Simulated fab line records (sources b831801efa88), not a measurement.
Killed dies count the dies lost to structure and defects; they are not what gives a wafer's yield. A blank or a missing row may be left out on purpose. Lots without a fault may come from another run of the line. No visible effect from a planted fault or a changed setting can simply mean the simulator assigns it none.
fab line records	flow sky130	part 1 of 2: steps 1 to 33 of 41
record lots=5	wafers=15	lastDay=49
route steps=708 shown VIA2@530 METAL3@532 CAPM@537
lots that met no fault: from a run of the same line without faults
startH: start of the lot's first displayed wafer, in hours after the record's first day	waitH: how many hours have passed since the lot's step before this one	" same as the row above	L1.1+2: a row that stands for several wafers	- value missing, or start not given	* or withheld: withheld	< > ~ a bound
route shown NAME@n: names a module that has steps shown in the file, with the first one's number in the route	usual: the fault-free wafers' mean and standard deviation	same: alike in all rows	chamber/n: place in a boat	sites: the reading at each site	_std_site: standard deviation of those values	_edge_site: inner sites' mean taken away from outer sites' mean	radiusMm: how far each site lies from the wafer's centre	mask NAME#n: copy n	behind: the tool/chamber that last shaped the wafer	hold: cause of the lot's hold/its duration in hours/its outcome	device: whichever transistor did not switch (one of n, p or np)	end of line: at the end of the route, the tests of the same wafers	a step given without rows: its recipe and nothing more	killed: at the first sort, the dies lost to defects and structure; wafer yield is something else	map: a wafer's dies, x killed, . not, _ none there
set.NAME: the setting the step ran with; set.NAME@STEP: the setting that earlier step ran with	model.NAME: the simulator's own value behind a step, which no gauge read
lots seen at some steps along the route; tables by step, rows by wafer
services: a tool's chamber out of use, with start hour (startH, from the record's first day; less than 0 if before it), hours out, and reason
## steps
# step SKY_VIA2_THK_MEAS_23
# recipe thkMeasGauge=xrf	reads=W_of_VIA2_CVD_21
# usual VIA2_W_THK=418/7.4
lot.wafer	tool	chamber	startH	waitH	VIA2_W_THK[nm]
L080.2	filmMetro-04	-	902.05	0.1	420
L080.3	"	-	"	"	416
L080.6	"	-	"	"	421
L084.2	filmMetro-04	-	930.66	0.1	425
L084.3	"	-	"	"	414
L084.5	"	-	"	"	424
L090.1	filmMetro-03	-	966.30	0.1	430
L090.3	"	-	"	"	436
L090.6	"	-	"	"	422
L093.1	filmMetro-04	-	986.51	0.1	415
L093.5	"	-	"	"	424
L093.6	"	-	"	"	414
L094.1	filmMetro-03	-	991.96	0.1	414
L094.3	"	-	"	"	421
L094.4	"	-	"	"	408
# step SKY_VIA2_CMP_24
# recipe stopOn=SiO2	tOverpolishS=20	downForcePsi=3.5	platenRpm=60	targetThkNm=0	padVelocityMS=0.94248
# usual motorCurrentA=10.9/1	overpolishRunS=20.002/0.0093	slurryFilterDpKPa=13.49/0.15	timeToEndpointS=102/3.6
lot.wafer	tool	chamber	startH	waitH	motorCurrentA	overpolishRunS	slurryFilterDpKPa	timeToEndpointS
L080.3	cmp-02	0	902.15	0.1	10.7	19.989	13.51	105
L080.2	"	2	"	"	9.4	20.000	13.56	104
L080.6	"	0	"	"	10.3	20.012	13.27	106
L084.2	cmp-02	0	930.81	0.1	11.2	20.009	13.43	104
L084.3	"	1	"	"	10.3	19.993	13.44	101
L084.5	"	2	"	"	9.4	20.002	13.50	106
L090.3	cmp-02	2	966.41	0.1	9.5	20.016	13.65	109
L090.1	"	3	"	"	10.2	20.001	13.58	109
L090.6	"	1	"	"	10.2	19.993	13.46	105
L093.1	cmp-02	3	986.72	0.2	10.4	20.010	13.43	105
L093.5	"	0	"	"	10.8	20.006	13.33	107
L093.6	"	1	"	"	10.9	20.011	13.48	106
L094.4	cmp-02	0	992.05	0.0	10.5	19.990	13.29	102
L094.1	"	1	"	"	10.6	19.997	13.52	103
L094.3	"	3	"	"	10.0	20.024	13.46	107
# step SKY_METAL3_SPUTTER_00
# recipe material=Ti	targetThkNm=15	powerW=3000	timeS=10	chamberPressurePa=0.4
# usual throttleValvePct=30.4/1.3
lot.wafer	tool	chamber	startH	waitH	throttleValvePct
L080.2	pvdSputter-04	-	902.40	0.1	28.4
L080.3	"	-	"	"	32.0
L080.6	"	-	"	"	29.8
L084.2	pvdSputter-03	-	931.01	0.1	29.4
L084.3	"	-	"	"	29.0
L084.5	"	-	"	"	33.1
L090.1	pvdSputter-04	-	966.66	0.1	31.9
L090.3	"	-	"	"	28.5
L090.6	"	-	"	"	29.7
L093.1	pvdSputter-02	-	986.87	0.1	32.1
L093.5	"	-	"	"	29.3
L093.6	"	-	"	"	32.1
L094.1	pvdSputter-02	-	992.35	0.2	28.9
L094.3	"	-	"	"	30.4
L094.4	"	-	"	"	32.1
# step SKY_METAL3_SPUTTER_01
# recipe material=TiN	targetThkNm=20	powerW=6500	timeS=16.7	chamberPressurePa=0.4
# usual throttleValvePct=30.5/1.3
lot.wafer	tool	chamber	startH	waitH	throttleValvePct
L080.2	pvdSputter-04	-	902.42	0.0	28.4
L080.3	"	-	"	"	31.8
L080.6	"	-	"	"	30.2
L084.2	pvdSputter-03	-	931.03	0.0	29.6
L084.3	"	-	"	"	29.1
L084.5	"	-	"	"	33.1
L090.1	pvdSputter-04	-	966.68	0.0	31.8
L090.3	"	-	"	"	28.4
L090.6	"	-	"	"	29.6
L093.1	pvdSputter-02	-	986.90	0.0	32.1
L093.5	"	-	"	"	29.3
L093.6	"	-	"	"	31.9
L094.1	pvdSputter-02	-	992.37	0.0	29.2
L094.3	"	-	"	"	30.7
L094.4	"	-	"	"	32.2
# step SKY_METAL3_SPUTTER_02
# recipe material=AlCu	targetThkNm=735	powerW=10600	timeS=39.1	chamberPressurePa=0.4
# usual throttleValvePct=30.5/1.3
lot.wafer	tool	chamber	startH	waitH	throttleValvePct
L080.2	pvdSputter-04	-	902.45	0.0	28.4
L080.3	"	-	"	"	32.0
L080.6	"	-	"	"	29.9
L084.2	pvdSputter-03	-	931.06	0.0	29.2
L084.3	"	-	"	"	29.2
L084.5	"	-	"	"	33.2
L090.1	pvdSputter-04	-	966.71	0.0	32.1
L090.3	"	-	"	"	28.2
L090.6	"	-	"	"	29.5
L093.1	pvdSputter-02	-	986.92	0.0	32.0
L093.5	"	-	"	"	29.0
L093.6	"	-	"	"	31.9
L094.1	pvdSputter-02	-	992.40	0.0	28.9
L094.3	"	-	"	"	30.7
L094.4	"	-	"	"	31.9
# step SKY_METAL3_SPUTTER_03
# recipe material=Ti	targetThkNm=5	powerW=3000	timeS=3.3	chamberPressurePa=0.4
# usual throttleValvePct=30.4/1.3
lot.wafer	tool	chamber	startH	waitH	throttleValvePct
L080.2	pvdSputter-04	-	902.49	0.0	28.2
L080.3	"	-	"	"	31.8
L080.6	"	-	"	"	29.8
L084.2	pvdSputter-03	-	931.10	0.0	29.3
L084.3	"	-	"	"	28.9
L084.5	"	-	"	"	33.3
L090.1	pvdSputter-04	-	966.75	0.0	32.0
L090.3	"	-	"	"	28.0
L090.6	"	-	"	"	29.5
L093.1	pvdSputter-02	-	986.97	0.0	31.9
L093.5	"	-	"	"	29.1
L093.6	"	-	"	"	31.9
L094.1	pvdSputter-02	-	992.45	0.0	29.2
L094.3	"	-	"	"	30.4
L094.4	"	-	"	"	31.9
# step SKY_METAL3_SPUTTER_04
# recipe material=TiN	targetThkNm=70	powerW=6500	timeS=58.3	chamberPressurePa=0.4
# usual throttleValvePct=30.4/1.3
lot.wafer	tool	chamber	startH	waitH	throttleValvePct
L080.2	pvdSputter-04	-	902.50	0.0	28.3
L080.3	"	-	"	"	32.1
L080.6	"	-	"	"	29.7
L084.2	pvdSputter-03	-	931.12	0.0	29.5
L084.3	"	-	"	"	29.4
L084.5	"	-	"	"	33.0
L090.1	pvdSputter-04	-	966.77	0.0	32.0
L090.3	"	-	"	"	28.4
L090.6	"	-	"	"	29.4
L093.1	pvdSputter-02	-	986.99	0.0	31.7
L093.5	"	-	"	"	28.9
L093.6	"	-	"	"	32.1
L094.1	pvdSputter-02	-	992.47	0.0	29.2
L094.3	"	-	"	"	30.7
L094.4	"	-	"	"	32.1
# step SKY_CAPM_CVD_00
# recipe material=SiO2	targetThkNm=15.5	tempC=400	timeS=withheld	rfW=450
# usual heaterPowerW=678/110
lot.wafer	tool	chamber	startH	waitH	heaterPowerW
L080.2	pecvd-04	1	902.55	0.0	602
L080.3	"	2	"	"	905
L080.6	"	2	"	"	880
L084.2	pecvd-04	2	931.17	0.0	951
L084.3	"	2	"	"	942
L084.5	"	0	"	"	756
L090.1	pecvd-01	1	966.81	0.0	720
L090.3	"	0	"	"	559
L090.6	"	0	"	"	542
L093.1	pecvd-01	0	987.04	0.0	565
L093.5	"	1	"	"	729
L093.6	"	0	"	"	557
L094.1	pecvd-04	2	992.52	0.0	961
L094.3	"	1	"	"	646
L094.4	"	1	"	"	651
# step SKY_CAPM_THK_MEAS_01
# recipe reads=SiO2_of_CAPM_CVD_00
# usual CAPM_CVD_00_THK=15.36/0.22
lot.wafer	tool	chamber	startH	waitH	CAPM_CVD_00_THK[nm]
L080.2	filmMetro-03	-	902.58	-	15.39
L080.3	"	-	"	"	15.36
L080.6	"	-	"	"	15.80
L084.2	filmMetro-03	-	931.21	-	15.17
L084.3	"	-	"	"	15.64
L084.5	"	-	"	"	15.32
L090.1	filmMetro-04	-	966.84	-	14.86
L090.3	"	-	"	"	15.21
L090.6	"	-	"	"	15.56
L093.1	filmMetro-04	-	987.07	-	14.97
L093.5	"	-	"	"	15.16
L093.6	"	-	"	"	15.34
L094.1	filmMetro-03	-	992.54	-	15.65
L094.3	"	-	"	"	15.56
L094.4	"	-	"	"	15.76
# step SKY_CAPM_SPUTTER_02
# recipe material=TiN	targetThkNm=200	tempC=300	powerW=6500	timeS=166.7	chamberPressurePa=0.4
# usual throttleValvePct=30.4/1.4
lot.wafer	tool	chamber	startH	waitH	throttleValvePct
L080.2	pvdSputter-02	-	902.63	0.0	30.5
L080.3	"	-	"	"	31.8
L080.6	"	-	"	"	31.8
L084.2	pvdSputter-02	-	931.26	0.0	31.3
L084.3	"	-	"	"	28.9
L084.5	"	-	"	"	30.4
L090.1	pvdSputter-02	-	966.90	0.1	29.0
L090.3	"	-	"	"	31.2
L090.6	"	-	"	"	28.9
L093.1	pvdSputter-03	-	987.13	0.1	33.0
L093.5	"	-	"	"	29.6
L093.6	"	-	"	"	28.9
L094.1	pvdSputter-03	-	992.60	0.1	29.0
L094.3	"	-	"	"	31.1
L094.4	"	-	"	"	33.1
# step SKY_CAPM_RS_MEAS_03
# recipe thkMeasGauge=four-point-probe	reads=TiN_of_CAPM_SPUTTER_02
# usual CAPM_TIN_RS=6.94/0.062
lot.wafer	tool	chamber	startH	waitH	CAPM_TIN_RS[ohm/sq]
L080.2	filmMetro-03	-	902.76	0.1	6.96
L080.3	"	-	"	"	6.94
L080.6	"	-	"	"	6.89
L084.2	filmMetro-01	-	931.39	0.1	6.86
L084.3	"	-	"	"	6.84
L084.5	"	-	"	"	6.92
L090.1	filmMetro-04	-	967.01	0.1	6.91
L090.3	"	-	"	"	6.91
L090.6	"	-	"	"	6.89
L093.1	filmMetro-04	-	987.23	0.1	6.92
L093.5	"	-	"	"	6.91
L093.6	"	-	"	"	6.93
L094.1	filmMetro-01	-	992.71	0.1	6.98
L094.3	"	-	"	"	6.98
L094.4	"	-	"	"	6.93
# step SKY_CAPM_THK_MEAS_04
# recipe thkMeasGauge=xrf	reads=TiN_of_CAPM_SPUTTER_02
# usual CAPM_TIN_THK=201.3/2.1
lot.wafer	tool	chamber	startH	waitH	CAPM_TIN_THK[nm]
L080.2	filmMetro-03	-	902.87	0.1	201.1
L080.3	"	-	"	"	201.0
L080.6	"	-	"	"	203.1
L084.2	filmMetro-01	-	931.50	0.1	205.4
L084.3	"	-	"	"	206.2
L084.5	"	-	"	"	203.4
L090.1	filmMetro-04	-	967.13	0.1	202.9
L090.3	"	-	"	"	203.4
L090.6	"	-	"	"	203.7
L093.1	filmMetro-04	-	987.35	0.1	202.1
L093.5	"	-	"	"	202.5
L093.6	"	-	"	"	201.7
L094.1	filmMetro-01	-	992.83	0.1	200.3
L094.3	"	-	"	"	200.0
L094.4	"	-	"	"	201.2
# step SKY_CAPM_DEHYDRATE_05
# recipe tempC=200	timeS=60
lot.wafer	tool	chamber	startH	waitH
L080.2+3+6	lithoTrack-02	0	914.65	11.8
L084.2+3+5	lithoTrack-04	0	943.34	11.8
L090.1+3+6	lithoTrack-03	0	977.80	10.7
L093.1+5+6	lithoTrack-04	0	997.67	10.3
L094.1+3+4	lithoTrack-02	0	1003.93	11.1
# step SKY_CAPM_HMDS_06
# recipe primeTimeS=60	primeTempC=120
lot.wafer	tool	chamber	startH	waitH
L080.2+3+6	lithoTrack-02	0	914.80	0.1
L084.2+3+5	lithoTrack-04	0	943.49	0.1
L090.1+3+6	lithoTrack-03	0	977.95	0.1
L093.1+5+6	lithoTrack-04	0	997.82	0.1
L094.1+3+4	lithoTrack-02	0	1004.08	0.1
# step SKY_CAPM_COAT_07
# recipe resist=NOVOLAK	spinRpm=3000	resistThkNm=1140
lot.wafer	tool	chamber	startH	waitH
L080.2+3+6	lithoTrack-02	0	914.95	0.1
L084.2+3+5	lithoTrack-04	0	943.64	0.1
L090.1+3+6	lithoTrack-03	0	978.10	0.1
L093.1+5+6	lithoTrack-04	0	997.97	0.1
L094.1+3+4	lithoTrack-02	0	1004.23	0.1
# step SKY_CAPM_SOFTBAKE_08
# recipe tempC=90	timeS=60	resist=NOVOLAK
lot.wafer	tool	chamber	startH	waitH
L080.2+3+6	lithoTrack-02	0	915.10	0.1
L084.2+3+5	lithoTrack-04	0	943.79	0.1
L090.1+3+6	lithoTrack-03	0	978.25	0.1
L093.1+5+6	lithoTrack-04	0	998.12	0.1
L094.1+3+4	lithoTrack-02	0	1004.38	0.1
# step SKY_CAPM_EXPOSE_09
# recipe maskId=CAPM	na=0.6	sourceShape=conventional	sigmaOuter=0.6	polarization=unpolarized	targetCdNm=1000	doseMj=159
lot.wafer	tool	chamber	startH	waitH	mask
L080.2+3+6	ilineStepper-02	0	-	-	CAPM#0
L084.2+3+5	ilineStepper-02	0	-	-	CAPM#0
L090.1+3+6	ilineStepper-02	0	-	-	CAPM#0
L093.1+5+6	ilineStepper-02	0	-	-	CAPM#0
L094.1+3+4	ilineStepper-02	0	-	-	CAPM#0
# step SKY_CAPM_PEB_10
# recipe tempC=withheld	timeS=*	resist=NOVOLAK
lot.wafer	tool	chamber	startH	waitH
L080.2+3+6	lithoTrack-04	0	-	-
L084.2+3+5	lithoTrack-03	0	-	-
L090.1+3+6	lithoTrack-03	0	-	-
L093.1+5+6	lithoTrack-03	0	-	-
L094.1+3+4	lithoTrack-03	0	-	-
# step SKY_CAPM_DEVELOP_11
# recipe resist=NOVOLAK	developer=TMAH	developTimeS=60	devTempC=23
lot.wafer	tool	chamber	startH	waitH
L080.2+3+6	lithoTrack-04	0	926.99	0.1
L084.2+3+5	lithoTrack-03	0	955.82	0.1
L090.1+3+6	lithoTrack-03	0	989.90	0.1
L093.1+5+6	lithoTrack-03	0	1009.70	0.1
L094.1+3+4	lithoTrack-03	0	1016.30	0.1
# step SKY_CAPM_OVL_MEAS_12
# usual CAPM_OVL=0.2/1.3
lot.wafer	tool	chamber	startH	waitH	CAPM_OVL[nm]
L080.2	overlay-02	-	927.12	0.1	2.1
L080.3	"	-	"	"	1.8
L080.6	"	-	"	"	1.0
L084.2	overlay-01	-	955.95	0.1	2.5
L084.3	"	-	"	"	-0.2
L084.5	"	-	"	"	1.0
L090.1	overlay-02	-	990.05	0.1	-1.6
L090.3	"	-	"	"	0.7
L090.6	"	-	"	"	-1.7
L093.1	overlay-02	-	1009.85	0.1	2.4
L093.5	"	-	"	"	-0.4
L093.6	"	-	"	"	1.6
L094.1	overlay-02	-	1016.45	0.1	1.8
L094.3	"	-	"	"	1.7
L094.4	"	-	"	"	1.9
# step SKY_CAPM_METAL_ETCH_13
# recipe targetDepthNm=220	stopOn=SiO2	chemistry=Cl2/BCl3	target=TiN	pressureMtorr=10	icpW=900	biasW=48.5	Cl2_flow_sccm=60	bcl3FlowSccm=30	timeS=62.9
# usual drypumpMotorCurrentA=5.8/0.55	oesProductAu=0.940/0.0066	throttleValvePct=21.904/0.01
lot.wafer	tool	chamber	startH	waitH	drypumpMotorCurrentA	oesProductAu	rfHoursCounterH	throttleValvePct
L080.2	rieMetal-03	1	927.15	0.0	6.2	0.940	4	21.908
L080.3	"	1	"	"	6.2	0.941	-	21.916
L080.6	"	1	"	"	6.2	0.940	-	21.888
L084.2	rieMetal-03	1	955.98	0.0	6.2	0.947	5	21.902
L084.3	"	1	"	"	6.1	0.943	-	21.903
L084.5	"	1	"	"	6.2	0.944	-	21.894
L090.1	rieMetal-04	1	990.08	0.0	5.0	0.941	8	21.901
L090.3	"	0	"	"	5.6	0.938	-	21.899
L090.6	"	0	"	"	5.6	0.942	-	21.900
L093.1	rieMetal-04	0	1009.88	0.0	5.6	0.938	13	21.906
L093.5	"	0	"	"	5.6	0.932	-	21.894
L093.6	"	1	"	"	5.1	0.946	-	21.905
L094.1	rieMetal-03	1	1016.48	0.0	6.2	0.936	8	21.898
L094.3	"	1	"	"	6.2	0.940	-	21.920
L094.4	"	0	"	"	5.4	0.941	-	21.904
# step SKY_CAPM_STRIP_14
# recipe chemistry=O2/N2	powerW=1400	pressureMtorr=1500	platenTempC=withheld	o2FlowSccm=3000	n2FlowSccm=300	overashFraction=0.5
# usual drypumpMotorCurrentA=5.7/0.39	oesProductAu=0.710/0.0043	stripTimeToEndpointS=12.64/0.039
lot.wafer	tool	chamber	startH	waitH	drypumpMotorCurrentA	oesProductAu	rfHoursCounterH	stripTimeToEndpointS
L080.2	plasmaAsher-01	1	927.23	0.1	5.7	0.706	82	12.67
L080.3	"	0	"	"	5.8	0.714	-	12.66
L080.6	"	0	"	"	5.8	0.715	-	12.65
L084.2	plasmaAsher-04	1	956.06	0.1	5.6	0.710	21	12.67
L084.3	"	0	"	"	5.3	0.713	-	12.61
L084.5	"	0	"	"	5.3	0.709	-	12.57
L090.1	plasmaAsher-02	1	990.16	0.1	5.2	0.714	57	12.65
L090.3	"	1	"	"	5.2	0.715	-	12.65
L090.6	"	1	"	"	5.2	0.715	-	12.66
L093.1	plasmaAsher-02	0	1009.96	0.1	6.4	0.694	59	12.72
L093.5	"	0	"	"	6.4	0.708	-	12.74
L093.6	"	1	"	"	5.2	0.705	-	12.68
L094.1	plasmaAsher-01	0	1016.56	0.1	5.7	0.709	89	12.66
L094.3	"	0	"	"	5.7	0.708	-	12.65
L094.4	"	1	"	"	5.7	0.712	-	12.74
# step SKY_CAPM_STRIP_15
# recipe chemistry=postEtchResidueRemover	timeS=1200	tempC=72.5
lot.wafer	tool	chamber	startH	waitH
L080.2+3+6	wetBench-01	3	927.33	0.1
L084.2+3+5	wetBench-01	2	956.16	0.1
L090.1+3+6	wetBench-04	3	990.26	0.1
L093.1+5+6	wetBench-01	0	1010.06	0.1
L094.1+3+4	wetBench-01	2	1016.66	0.1
# step SKY_CAPM_CLEAN_16
# recipe chemistry=IPA	timeS=180	tempC=25
lot.wafer	tool	chamber	startH	waitH
L080.2+3+6	wetBench-03	0	927.67	0.0
L084.2+3+5	wetBench-03	0	956.50	0.0
L090.1+3+6	wetBench-01	2	990.63	0.0
L093.1+5+6	wetBench-04	0	1010.43	0.0
L094.1+3+4	wetBench-04	0	1017.00	0.0
# step SKY_CAPM_CLEAN_17
# recipe chemistry=O3/DIW	dry=n2Spin
lot.wafer	tool	chamber	startH	waitH
L080.2+3+6	wetBench-04	2	927.73	0.0
L084.2+3+5	wetBench-01	3	956.56	0.0
L090.1+3+6	wetBench-04	3	990.70	0.0
L093.1+5+6	wetBench-03	2	1010.49	0.0
L094.1+3+4	wetBench-03	1	1017.06	0.0
# step SKY_METAL3_DEHYDRATE_05
# recipe tempC=200	timeS=60
lot.wafer	tool	chamber	startH	waitH
L080.2+3+6	lithoTrack-04	0	939.44	11.6
L084.2+3+5	lithoTrack-03	0	967.92	11.3
L090.1+3+6	lithoTrack-01	0	1001.80	11.0
L093.1+5+6	lithoTrack-01	0	1020.55	10.0
L094.1+3+4	lithoTrack-01	0	1027.65	10.5
# step SKY_METAL3_HMDS_06
# recipe primeTimeS=60	primeTempC=120
lot.wafer	tool	chamber	startH	waitH
L080.2+3+6	lithoTrack-04	0	939.59	0.1
L084.2+3+5	lithoTrack-03	0	968.07	0.1
L090.1+3+6	lithoTrack-01	0	1001.95	0.1
L093.1+5+6	lithoTrack-01	0	1020.70	0.1
L094.1+3+4	lithoTrack-01	0	1027.80	0.1
# step SKY_METAL3_COAT_07
# recipe resist=BARC	tempC=withheld	timeS=withheld	spinRpm=3000	resistThkNm=60
lot.wafer	tool	chamber	startH	waitH
L080.2+3+6	lithoTrack-04	0	939.74	0.1
L084.2+3+5	lithoTrack-03	0	968.22	0.1
L090.1+3+6	lithoTrack-01	0	1002.10	0.1
L093.1+5+6	lithoTrack-01	0	1020.85	0.1
L094.1+3+4	lithoTrack-01	0	1027.95	0.1
# step SKY_METAL3_COAT_08
# recipe resist=KrF-thick	spinRpm=3000	resistThkNm=1140
lot.wafer	tool	chamber	startH	waitH
L080.2+3+6	lithoTrack-04	0	-	-
L084.2+3+5	lithoTrack-03	0	-	-
L090.1+3+6	lithoTrack-01	0	-	-
L093.1+5+6	lithoTrack-01	0	-	-
L094.1+3+4	lithoTrack-01	0	-	-
# step SKY_METAL3_SOFTBAKE_09
# recipe tempC=100	timeS=90	resist=KrF-thick
lot.wafer	tool	chamber	startH	waitH
L080.2+3+6	lithoTrack-04	0	-	-
L084.2+3+5	lithoTrack-03	0	-	-
L090.1+3+6	lithoTrack-01	0	-	-
L093.1+5+6	lithoTrack-01	0	-	-
L094.1+3+4	lithoTrack-01	0	-	-
# step SKY_METAL3_EXPOSE_10
# recipe maskId=MM3	na=0.68	sourceShape=annular	sigmaInner=0.4	sigmaOuter=0.8	targetCdNm=300	doseMj=28
lot.wafer	tool	chamber	startH	waitH	mask
L080.2+3+6	krfScanner-01	0	-	-	MM3#0
L084.2+3+5	krfScanner-01	0	-	-	MM3#0
L090.1+3+6	krfScanner-01	0	-	-	MM3#0
L093.1+5+6	krfScanner-01	0	-	-	MM3#0
L094.1+3+4	krfScanner-02	0	-	-	MM3#0
# step SKY_METAL3_PEB_11
# recipe pebTempC=withheld	pebTimeS=withheld	resist=KrF-thick
lot.wafer	tool	chamber	startH	waitH
L080.2+3+6	lithoTrack-04	0	-	-
L084.2+3+5	lithoTrack-04	0	-	-
L090.1+3+6	lithoTrack-04	0	-	-
L093.1+5+6	lithoTrack-01	0	-	-
L094.1+3+4	lithoTrack-04	0	-	-
# step SKY_METAL3_DEVELOP_12
# recipe developTimeS=60	resist=KrF-thick	devTempC=21
lot.wafer	tool	chamber	startH	waitH
L080.2+3+6	lithoTrack-04	0	-	-
L084.2+3+5	lithoTrack-04	0	-	-
L090.1+3+6	lithoTrack-04	0	-	-
L093.1+5+6	lithoTrack-01	0	-	-
L094.1+3+4	lithoTrack-04	0	-	-
